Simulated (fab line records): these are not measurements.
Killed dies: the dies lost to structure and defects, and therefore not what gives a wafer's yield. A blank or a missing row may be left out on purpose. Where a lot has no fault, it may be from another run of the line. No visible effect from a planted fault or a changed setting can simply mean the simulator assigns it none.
fab line records	flow sky130	part 1 of 2: steps 1 to 28 of 38
record: lots: 5	wafers: 15	lastDay: 49
route steps=708 shown VT_ADJUST_PCH@152 SONOS_TUNNEL@154 SONOS_ONO@168 GATE_OXIDE@187
lots that met no fault: taken from a fault-free run of the same line
startH: hours from the record's opening day to when the first of the lot's shown wafers began	waitH: hours from the lot's prior step to this one	" the same as in the row above	L1.1+2: a row that stands for several wafers	- value missing, or start not given	* or withheld: withheld	< > ~ a bound
route shown NAME@n: NAME is a module with steps in the file, n the number in the route of the first one	usual: average and standard deviation across the fault-free wafers	same: alike in all rows	chamber/n: place in a boat	sites: the reading at each site	_std_site: standard deviation across them	_edge_site: inner sites' mean taken away from outer sites' mean	radiusMm: how far each site lies from the wafer's centre	mask NAME#n: copy n	behind: the last tool/chamber to shape the wafer	hold: why the lot went on hold/how many hours it stayed there/how the hold came to an end	device: whichever transistor did not switch (one of n, p or np)	end of line: the route-end tests of the same wafers	where a step has no rows: the recipe by itself	killed: not the wafer's yield, but the dies lost to structure and defects at the first sort	map: dies across one wafer; x = killed, . = not, _ = none there
set.NAME: the setting as run; set.NAME@STEP: as run at that earlier step	model.NAME: the simulator's own value behind a step, which no gauge read
a table for each step, a row for each wafer; lots at some steps of the route
services: a tool's chamber out of use, with start hour (startH, from the record's first day; less than 0 if before it), hours out, and reason
== steps ==
step: SKY_VT_ADJUST_PCH_STRIP_09
recipe: chemistry: O2/N2	powerW: 1400	pressureMtorr: 1500	platenTempC: withheld	o2FlowSccm: 3000	n2FlowSccm: 300	overashFraction: 0.5
usual: drypumpMotorCurrentA: 5.3/0.56	oesProductAu: 0.722/0.0047	stripTimeToEndpointS: 36.91/0.085
same: overashFraction: 0.5
lot.wafer	tool	chamber	startH	waitH	drypumpMotorCurrentA	oesProductAu	rfHoursCounterH	stripTimeToEndpointS
L074.4	plasmaAsher-02	1	220.08	0.1	6.2	0.725	-	37.12
L074.5	"	0	"	"	5.8	0.726	-	36.89
L074.6	"	1	"	"	6.2	0.717	-	36.96
L078.1	plasmaAsher-02	0	254.18	0.1	5.8	0.721	57	36.97
L078.2	"	1	"	"	6.2	0.725	57	36.90
L078.4	"	1	"	"	6.2	0.728	-	36.95
L080.1	plasmaAsher-04	1	264.37	0.1	4.7	0.718	45	36.93
L080.2	"	0	"	"	5.0	0.725	45	36.85
L080.6	"	1	"	"	4.6	0.729	-	36.96
L084.1	plasmaAsher-02	1	302.18	0.1	6.2	0.734	62	36.92
L084.4	"	0	"	"	5.8	0.715	-	36.83
L084.6	"	0	"	"	5.8	0.714	-	36.86
L091.3	plasmaAsher-03	1	357.48	0.1	5.0	0.728	-	37.01
L091.5	"	1	"	"	5.1	0.734	-	36.91
L091.6	"	0	"	"	6.0	0.721	-	36.89
step: SKY_VT_ADJUST_PCH_TW_MEAS_10
usual: VT_ADJUST_PCH_TW: 143.3/0.66
lot.wafer	tool	chamber	startH	waitH	VT_ADJUST_PCH_TW
L074.4	filmMetro-04	-	220.18	0.1	144.5
L074.5	"	-	"	"	144.0
L074.6	"	-	"	"	143.9
L078.1	filmMetro-01	-	254.28	0.1	143.2
L078.2	"	-	"	"	143.9
L078.4	"	-	"	"	143.4
L080.1	filmMetro-01	-	264.47	0.1	143.8
L080.2	"	-	"	"	143.4
L080.6	"	-	"	"	143.9
L084.1	filmMetro-04	-	302.28	0.1	142.9
L084.4	"	-	"	"	142.9
L084.6	"	-	"	"	143.1
L091.3	filmMetro-02	-	357.57	0.1	143.0
L091.5	"	-	"	"	143.3
L091.6	"	-	"	"	143.0
step: SKY_SONOS_TUNNEL_DEHYDRATE_00
recipe: tempC: 200	timeS: 60
usual: exhaustPa: 45.1/0.95
lot.wafer	tool	chamber	startH	waitH	exhaustPa
L074.4	lithoTrack-03	0	231.00	10.8	44.6
L074.5	"	0	"	"	45.9
L074.6	"	0	"	"	45.5
L078.1	lithoTrack-04	0	265.44	11.1	47.0
L078.2	"	0	"	"	47.2
L078.4	"	0	"	"	45.7
L080.1	lithoTrack-04	0	276.74	12.3	44.8
L080.2	"	0	"	"	45.3
L080.6	"	0	"	"	44.6
L084.1	lithoTrack-03	0	314.53	12.2	44.4
L084.4	"	0	"	"	44.3
L084.6	"	0	"	"	45.3
L091.3	lithoTrack-01	0	370.80	13.2	45.3
L091.5	"	0	"	"	45.0
L091.6	"	0	"	"	45.4
step: SKY_SONOS_TUNNEL_HMDS_01
recipe: primeTimeS: 60	primeTempC: 120
usual: exhaustPa: 45.0/0.86	primeTempC: 120.02/0.12
lot.wafer	tool	chamber	startH	waitH	exhaustPa	primeTempC
L074.4	lithoTrack-03	0	231.15	0.1	44.9	120.08
L074.5	"	0	"	"	45.1	120.01
L074.6	"	0	"	"	46.0	120.07
L078.1	lithoTrack-04	0	265.59	0.1	45.0	120.08
L078.2	"	0	"	"	43.9	120.10
L078.4	"	0	"	"	44.0	120.11
L080.1	lithoTrack-04	0	276.89	0.1	46.1	119.92
L080.2	"	0	"	"	46.0	119.97
L080.6	"	0	"	"	44.9	120.00
L084.1	lithoTrack-03	0	314.68	0.1	44.4	119.93
L084.4	"	0	"	"	45.1	120.05
L084.6	"	0	"	"	44.1	119.91
L091.3	lithoTrack-01	0	370.95	0.1	45.7	119.87
L091.5	"	0	"	"	45.4	119.95
L091.6	"	0	"	"	44.2	119.83
step: SKY_SONOS_TUNNEL_COAT_02
recipe: resist: NOVOLAK	spinRpm: 3000	resistThkNm: 1140
usual: exhaustPa: 45.0/0.81
lot.wafer	tool	chamber	startH	waitH	exhaustPa
L074.4	lithoTrack-03	0	231.30	0.1	44.9
L074.5	"	0	"	"	45.5
L074.6	"	0	"	"	45.3
L078.1	lithoTrack-04	0	265.74	0.1	43.9
L078.2	"	0	"	"	45.0
L078.4	"	0	"	"	45.0
L080.1	lithoTrack-04	0	277.04	0.1	44.2
L080.2	"	0	"	"	44.6
L080.6	"	0	"	"	45.1
L084.1	lithoTrack-03	0	314.83	0.1	45.8
L084.4	"	0	"	"	44.2
L084.6	"	0	"	"	46.4
L091.3	lithoTrack-01	0	371.10	0.1	43.4
L091.5	"	0	"	"	44.4
L091.6	"	0	"	"	44.9
step: SKY_SONOS_TUNNEL_SOFTBAKE_03
recipe: tempC: 90	timeS: 60	resist: NOVOLAK
usual: exhaustPa: 45.1/0.89
lot.wafer	tool	chamber	startH	waitH	exhaustPa
L074.4	lithoTrack-03	0	231.45	0.1	45.1
L074.5	"	0	"	"	46.8
L074.6	"	0	"	"	45.9
L078.1	lithoTrack-04	0	265.89	0.1	43.6
L078.2	"	0	"	"	45.4
L078.4	"	0	"	"	44.5
L080.1	lithoTrack-04	0	277.19	0.1	44.8
L080.2	"	0	"	"	45.5
L080.6	"	0	"	"	46.4
L084.1	lithoTrack-03	0	314.98	0.1	45.5
L084.4	"	0	"	"	45.3
L084.6	"	0	"	"	45.7
L091.3	lithoTrack-01	0	371.25	0.1	45.8
L091.5	"	0	"	"	45.1
L091.6	"	0	"	"	44.8
step: SKY_SONOS_TUNNEL_EXPOSE_04
recipe: maskId: TUNM	na: 0.6	sourceShape: conventional	sigmaOuter: 0.6	polarization: unpolarized	targetCdNm: 410	doseMj: 136
lot.wafer	tool	chamber	startH	waitH	mask
L074.4+5+6	ilineStepper-01	0	-	-	TUNM#0
L078.1+2+4	ilineStepper-01	0	-	-	TUNM#0
L080.1+2+6	ilineStepper-01	0	-	-	TUNM#0
L084.1+4+6	ilineStepper-01	0	-	-	TUNM#0
L091.3+5+6	ilineStepper-01	0	-	-	TUNM#0
step: SKY_SONOS_TUNNEL_PEB_05
recipe: tempC: withheld	timeS: *	resist: NOVOLAK
usual: exhaustPa: 45.0/0.98
lot.wafer	tool	chamber	startH	waitH	exhaustPa
L074.4	lithoTrack-03	0	-	-	44.6
L074.5	"	0	"	"	44.9
L074.6	"	0	"	"	45.4
L078.1	lithoTrack-04	0	-	-	45.2
L078.2	"	0	"	"	45.2
L078.4	"	0	"	"	44.5
L080.1	lithoTrack-04	0	-	-	45.3
L080.2	"	0	"	"	44.3
L080.6	"	0	"	"	44.7
L084.1	lithoTrack-04	0	-	-	44.3
L084.4	"	0	"	"	45.6
L084.6	"	0	"	"	46.0
L091.3	lithoTrack-01	0	-	-	43.8
L091.5	"	0	"	"	44.6
L091.6	"	0	"	"	43.2
step: SKY_SONOS_TUNNEL_DEVELOP_06
recipe: resist: NOVOLAK	developer: TMAH	developTimeS: 57.23	devTempC: 23
usual: exhaustPa: 45.1/0.9
lot.wafer	tool	chamber	startH	waitH	exhaustPa
L074.4	lithoTrack-03	0	242.90	0.1	45.9
L074.5	"	0	"	"	45.8
L074.6	"	0	"	"	44.8
L078.1	lithoTrack-04	0	278.44	0.1	45.3
L078.2	"	0	"	"	45.0
L078.4	"	0	"	"	44.5
L080.1	lithoTrack-04	0	289.39	0.1	44.8
L080.2	"	0	"	"	44.9
L080.6	"	0	"	"	45.4
L084.1	lithoTrack-04	0	328.34	0.1	46.1
L084.4	"	0	"	"	45.8
L084.6	"	0	"	"	45.2
L091.3	lithoTrack-01	0	385.00	0.1	43.9
L091.5	"	0	"	"	44.1
L091.6	"	0	"	"	46.0
step: SKY_SONOS_TUNNEL_CD_MEAS_07
recipe: targetCdNm: 410
usual: cdNm: 409.2/2.6
lot.wafer	tool	chamber	startH	waitH	cdNm
L074.4	cdSem-02	-	243.04	0.1	409.2
L074.5	"	-	"	"	406.6
L074.6	"	-	"	"	406.7
L078.1	cdSem-01	-	278.59	0.1	409.1
L078.2	"	-	"	"	410.8
L078.4	"	-	"	"	409.0
L080.1	cdSem-02	-	289.54	0.1	410.7
L080.2	"	-	"	"	411.3
L080.6	"	-	"	"	411.9
L084.1	cdSem-02	-	328.49	0.1	410.9
L084.4	"	-	"	"	411.7
L084.6	"	-	"	"	410.2
L091.3	cdSem-01	-	385.14	0.1	410.0
L091.5	"	-	"	"	412.2
L091.6	"	-	"	"	409.9
step: SKY_SONOS_TUNNEL_OVL_MEAS_08
usual: SONOS_TUNNEL_OVL: 0.5/1.3
lot.wafer	tool	chamber	startH	waitH	SONOS_TUNNEL_OVL[nm]
L074.4	overlay-01	-	243.11	0.1	1.3
L074.5	"	-	"	"	-0.1
L074.6	"	-	"	"	1.0
L078.1	overlay-02	-	278.71	0.1	-0.6
L078.2	"	-	"	"	-1.0
L078.4	"	-	"	"	1.0
L080.1	overlay-01	-	289.66	0.1	-0.9
L080.2	"	-	"	"	-0.8
L080.6	"	-	"	"	-1.0
L084.1	overlay-01	-	328.61	0.1	0.4
L084.4	"	-	"	"	-0.2
L084.6	"	-	"	"	-0.3
L091.3	overlay-02	-	385.23	0.1	3.8
L091.5	"	-	"	"	2.8
L091.6	"	-	"	"	3.0
step: SKY_SONOS_TUNNEL_IMPLANT_09
recipe: species: B	energyKev: 20	doseCm2: 1e+12	tiltDeg: withheld
usual: faradayCurrentUA: 5.64/0.11
lot.wafer	tool	chamber	startH	waitH	faradayCurrentUA
L074.4	implanter-03	0	243.21	0.1	5.51
L074.5	"	0	"	"	5.47
L074.6	"	0	"	"	5.65
L078.1	implanter-03	0	278.74	0.0	5.64
L078.2	"	0	"	"	5.62
L078.4	"	0	"	"	5.61
L080.1	implanter-04	0	289.69	0.0	5.65
L080.2	"	0	"	"	5.67
L080.6	"	0	"	"	5.70
L084.1	implanter-04	0	328.64	0.0	5.68
L084.4	"	0	"	"	5.44
L084.6	"	0	"	"	5.79
L091.3	implanter-01	0	385.30	0.1	5.64
L091.5	"	0	"	"	5.69
L091.6	"	0	"	"	5.49
step: SKY_SONOS_TUNNEL_WET_ETCH_10
recipe: chemistry: dHF	targetDepthNm: 14	target: SiO2	dilution: 100:1	tempC: 25	timeS: 280
lot.wafer	tool	chamber	startH	waitH
L074.4+5+6	wetBench-04	2	243.28	0.1
L078.1+2+4	wetBench-04	1	278.89	0.1
L080.1+2+6	wetBench-02	3	289.84	0.1
L084.1+4+6	wetBench-01	0	328.79	0.1
L091.3+5+6	wetBench-01	1	385.40	0.1
step: SKY_SONOS_TUNNEL_STRIP_11
recipe: chemistry: SPM	timeS: 600	tempC: 130
usual: bathGuardTempC: 129.7/0.76
lot.wafer	tool	chamber	startH	waitH	bathGuardTempC
L074.4	wetBench-02	2	243.39	0.0	130.4
L074.5	"	2	"	"	130.1
L074.6	"	2	"	"	130.6
L078.1	wetBench-01	2	278.98	0.0	130.8
L078.2	"	2	"	"	130.6
L078.4	"	2	"	"	130.6
L080.1	wetBench-04	2	289.94	0.0	130.7
L080.2	"	2	"	"	130.5
L080.6	"	2	"	"	130.1
L084.1	wetBench-04	2	328.89	0.0	130.4
L084.4	"	2	"	"	130.7
L084.6	"	2	"	"	130.7
L091.3	wetBench-02	2	385.49	0.0	130.5
L091.5	"	2	"	"	130.4
L091.6	"	2	"	"	130.2
step: SKY_SONOS_TUNNEL_TW_MEAS_12
usual: SONOS_TUNNEL_TW: 197.5/1.4
lot.wafer	tool	chamber	startH	waitH	SONOS_TUNNEL_TW
L074.4	filmMetro-03	-	243.59	0.0	194.8
L074.5	"	-	"	"	195.2
L074.6	"	-	"	"	194.7
L078.1	filmMetro-03	-	279.16	0.0	194.3
L078.2	"	-	"	"	194.4
L078.4	"	-	"	"	194.4
L080.1	filmMetro-04	-	290.13	0.0	196.6
L080.2	"	-	"	"	197.8
L080.6	"	-	"	"	198.1
L084.1	filmMetro-02	-	329.10	0.0	197.9
L084.4	"	-	"	"	197.7
L084.6	"	-	"	"	197.0
L091.3	filmMetro-04	-	385.68	0.0	199.0
L091.5	"	-	"	"	200.2
L091.6	"	-	"	"	198.4
step: SKY_SONOS_TUNNEL_CLEAN_13
recipe: chemistry: dHF	timeS: 20	dilution: 100:1	dry: ipaMarangoni
lot.wafer	tool	chamber	startH	waitH
L074.4+5+6	wetBench-04	2	243.62	0.0
L078.1+2+4	wetBench-02	3	279.22	0.1
L080.1+2+6	wetBench-01	2	290.19	0.1
L084.1+4+6	wetBench-02	2	329.16	0.1
L091.3+5+6	wetBench-04	2	385.72	0.0
step: SKY_SONOS_ONO_OXIDATION_00
recipe: tempC: 800	ambient: O2	idleTempC: 700	rampUpCPerMin: 10	rampDownCPerMin: 3	stabiliseS: 600	purgeS: 300	targetThkA: 26	oxTimeS: 1249
lot.wafer	tool	chamber	startH	waitH
L074.4+5+6	furnace-02	0	243.64	0.0
L078.1+2+4	furnace-01	0	279.23	0.0
L080.1+2+6	furnace-02	0	292.15	1.9
L084.1+4+6	furnace-01	0	330.45	1.3
L091.3+5+6	furnace-02	0	385.74	0.0
step: SKY_SONOS_ONO_THK_MEAS_01
recipe: reads: SiO2_of_SONOS_ONO_OXIDATION_00
usual: SONOS_ONO_OXIDATION_THK: 2.62/0.062
lot.wafer	tool	chamber	startH	waitH	SONOS_ONO_OXIDATION_THK[nm]
L074.4	filmMetro-01	-	245.01	0.0	2.52
L074.5	"	-	"	"	2.55
L074.6	"	-	"	"	2.61
L078.1	filmMetro-01	-	280.58	0.0	2.62
L078.2	"	-	"	"	2.64
L078.4	"	-	"	"	2.62
L080.1	filmMetro-02	-	293.50	0.0	2.59
L080.2	"	-	"	"	2.54
L080.6	"	-	"	"	2.54
L084.1	filmMetro-02	-	331.79	0.0	2.65
L084.4	"	-	"	"	2.63
L084.6	"	-	"	"	2.57
L091.3	filmMetro-02	-	387.10	0.0	2.61
L091.5	"	-	"	"	2.58
L091.6	"	-	"	"	2.50
step: SKY_SONOS_ONO_CVD_02
recipe: material: Si3N4	precursor: DCS/NH3	targetThkNm: 10.5	tempC: 770	timeS: 180	pressureMtorr: 250
lot.wafer	tool	chamber	startH	waitH
L074.4+5+6	lpcvd-02	1	248.79	3.8
L078.1+2+4	lpcvd-02	0	282.70	2.1
L080.1+2+6	lpcvd-02	0	296.16	2.6
L084.1+4+6	lpcvd-02	0	332.59	0.8
L091.3+5+6	lpcvd-02	1	390.65	3.5
step: SKY_SONOS_ONO_THK_MEAS_03
recipe: reads: Si3N4_of_SONOS_ONO_CVD_02
usual: SONOS_ONO_CVD_02_THK: 10.51/0.11
lot.wafer	tool	chamber	startH	waitH	SONOS_ONO_CVD_02_THK[nm]
L074.4	filmMetro-03	-	250.39	0.0	10.33
L074.5	"	-	"	"	10.22
L074.6	"	-	"	"	10.27
L078.1	filmMetro-01	-	284.28	0.0	10.44
L078.2	"	-	"	"	10.40
L078.4	"	-	"	"	10.31
L080.1	filmMetro-02	-	297.73	0.0	10.57
L080.2	"	-	"	"	10.66
L080.6	"	-	"	"	10.46
L084.1	filmMetro-03	-	333.64	0.0	10.52
L084.4	"	-	"	"	10.50
L084.6	"	-	"	"	10.61
L091.3	filmMetro-02	-	391.72	0.0	10.61
L091.5	"	-	"	"	10.50
L091.6	"	-	"	"	10.56
step: SKY_SONOS_ONO_CVD_04
recipe: material: SiO2	precursor: SiH4/N2O	targetThkNm: 5.7199	tempC: 900	pressureMtorr: 400
lot.wafer	tool	chamber	startH	waitH
L074.4+5+6	lpcvd-03	0	250.42	0.0
L078.1+2+4	lpcvd-03	1	284.34	0.1
L080.1+2+6	lpcvd-03	1	297.79	0.1
L084.1+4+6	lpcvd-03	1	333.90	0.2
L091.3+5+6	lpcvd-03	1	391.76	0.0
step: SKY_SONOS_ONO_THK_MEAS_05
recipe: reads: SiO2_of_SONOS_ONO_CVD_04
usual: SONOS_ONO_CVD_04_THK: 5.75/0.12
lot.wafer	tool	chamber	startH	waitH	SONOS_ONO_CVD_04_THK[nm]
L074.4	filmMetro-03	-	251.70	0.0	5.74
L074.5	"	-	"	"	5.71
L074.6	"	-	"	"	5.81
L078.1	filmMetro-01	-	286.21	0.0	5.64
L078.2	"	-	"	"	5.58
L078.4	"	-	"	"	5.57
L080.1	filmMetro-02	-	299.04	0.0	5.81
L080.2	"	-	"	"	5.79
L080.6	"	-	"	"	5.79
L084.1	filmMetro-03	-	335.15	0.0	5.74
L084.4	"	-	"	"	5.76
L084.6	"	-	"	"	5.72
L091.3	filmMetro-02	-	393.03	0.0	5.82
L091.5	"	-	"	"	5.88
L091.6	"	-	"	"	5.90
step: SKY_SONOS_ONO_DEHYDRATE_06
recipe: tempC: 200	timeS: 60
usual: exhaustPa: 45.1/0.85
lot.wafer	tool	chamber	startH	waitH	exhaustPa
L074.4	lithoTrack-01	0	263.07	11.4	45.7
L074.5	"	0	"	"	45.1
L074.6	"	0	"	"	45.2
L078.1	lithoTrack-02	0	298.11	11.9	46.8
L078.2	"	0	"	"	46.0
L078.4	"	0	"	"	46.1
L080.1	lithoTrack-01	0	311.70	12.6	45.3
L080.2	"	0	"	"	45.1
L080.6	"	0	"	"	46.5
L084.1	lithoTrack-01	0	347.90	12.7	44.5
L084.4	"	0	"	"	45.0
L084.6	"	0	"	"	45.5
L091.3	lithoTrack-02	0	406.81	13.8	46.3
L091.5	"	0	"	"	45.7
L091.6	"	0	"	"	45.1
step: SKY_SONOS_ONO_HMDS_07
recipe: primeTimeS: 60	primeTempC: 120
usual: exhaustPa: 45.0/0.89	primeTempC: 119.99/0.14
lot.wafer	tool	chamber	startH	waitH	exhaustPa	primeTempC
L074.4	lithoTrack-01	0	263.22	0.1	44.4	120.12
L074.5	"	0	"	"	46.3	120.03
L074.6	"	0	"	"	44.4	120.30
L078.1	lithoTrack-02	0	298.26	0.1	44.5	120.25
L078.2	"	0	"	"	44.1	120.02
L078.4	"	0	"	"	44.7	120.02
L080.1	lithoTrack-01	0	311.85	0.1	43.2	120.05
L080.2	"	0	"	"	44.4	120.15
L080.6	"	0	"	"	43.8	120.23
L084.1	lithoTrack-01	0	348.05	0.1	45.7	119.95
L084.4	"	0	"	"	44.6	119.99
L084.6	"	0	"	"	43.6	120.24
L091.3	lithoTrack-02	0	406.96	0.1	44.9	119.97
L091.5	"	0	"	"	45.3	119.78
L091.6	"	0	"	"	45.9	120.07
step: SKY_SONOS_ONO_COAT_08
recipe: resist: NOVOLAK	spinRpm: 3000	resistThkNm: 1140
usual: exhaustPa: 45.0/0.87
lot.wafer	tool	chamber	startH	waitH	exhaustPa
L074.4	lithoTrack-01	0	263.37	0.1	45.4
L074.5	"	0	"	"	46.0
L074.6	"	0	"	"	44.6
L078.1	lithoTrack-02	0	298.41	0.1	45.5
L078.2	"	0	"	"	45.1
L078.4	"	0	"	"	44.9
L080.1	lithoTrack-01	0	312.00	0.1	44.2
L080.2	"	0	"	"	43.9
L080.6	"	0	"	"	43.3
L084.1	lithoTrack-01	0	348.20	0.1	44.7
L084.4	"	0	"	"	43.1
L084.6	"	0	"	"	45.1
L091.3	lithoTrack-02	0	407.11	0.1	44.6
L091.5	"	0	"	"	43.7
L091.6	"	0	"	"	44.7
step: SKY_SONOS_ONO_SOFTBAKE_09
recipe: tempC: 90	timeS: 60	resist: NOVOLAK
usual: exhaustPa: 45.0/0.94
lot.wafer	tool	chamber	startH	waitH	exhaustPa
L074.4	lithoTrack-01	0	263.52	0.1	46.1
L074.5	"	0	"	"	45.8
L074.6	"	0	"	"	44.4
L078.1	lithoTrack-02	0	298.56	0.1	45.1
L078.2	"	0	"	"	45.5
L078.4	"	0	"	"	45.5
L080.1	lithoTrack-01	0	312.15	0.1	44.8
L080.2	"	0	"	"	45.4
L080.6	"	0	"	"	45.0
L084.1	lithoTrack-01	0	348.35	0.1	45.4
L084.4	"	0	"	"	44.8
L084.6	"	0	"	"	45.0
L091.3	lithoTrack-02	0	407.26	0.1	44.0
L091.5	"	0	"	"	44.5
L091.6	"	0	"	"	45.5
step: SKY_SONOS_ONO_EXPOSE_10
recipe: maskId: ONOM	targetCdNm: 410	na: 0.6	sourceShape: conventional	sigmaOuter: 0.6	doseMj: 150
lot.wafer	tool	chamber	startH	waitH	mask
L074.4+5+6	ilineStepper-01	0	-	-	ONOM#0
L078.1+2+4	ilineStepper-02	0	-	-	ONOM#0
L080.1+2+6	ilineStepper-01	0	-	-	ONOM#0
L084.1+4+6	ilineStepper-01	0	-	-	ONOM#0
L091.3+5+6	ilineStepper-01	0	-	-	ONOM#0
step: SKY_SONOS_ONO_PEB_11
recipe: tempC: withheld	timeS: *	resist: NOVOLAK
usual: exhaustPa: 45.2/0.84
lot.wafer	tool	chamber	startH	waitH	exhaustPa
L074.4	lithoTrack-02	0	-	-	44.4
L074.5	"	0	"	"	43.3
L074.6	"	0	"	"	43.2
L078.1	lithoTrack-03	0	-	-	45.1
L078.2	"	0	"	"	44.7
L078.4	"	0	"	"	44.2
L080.1	lithoTrack-02	0	-	-	45.0
L080.2	"	0	"	"	46.7
L080.6	"	0	"	"	44.3
L084.1	lithoTrack-01	0	-	-	44.6
L084.4	"	0	"	"	43.6
L084.6	"	0	"	"	44.3
L091.3	lithoTrack-02	0	-	-	45.4
L091.5	"	0	"	"	47.5
L091.6	"	0	"	"	45.9
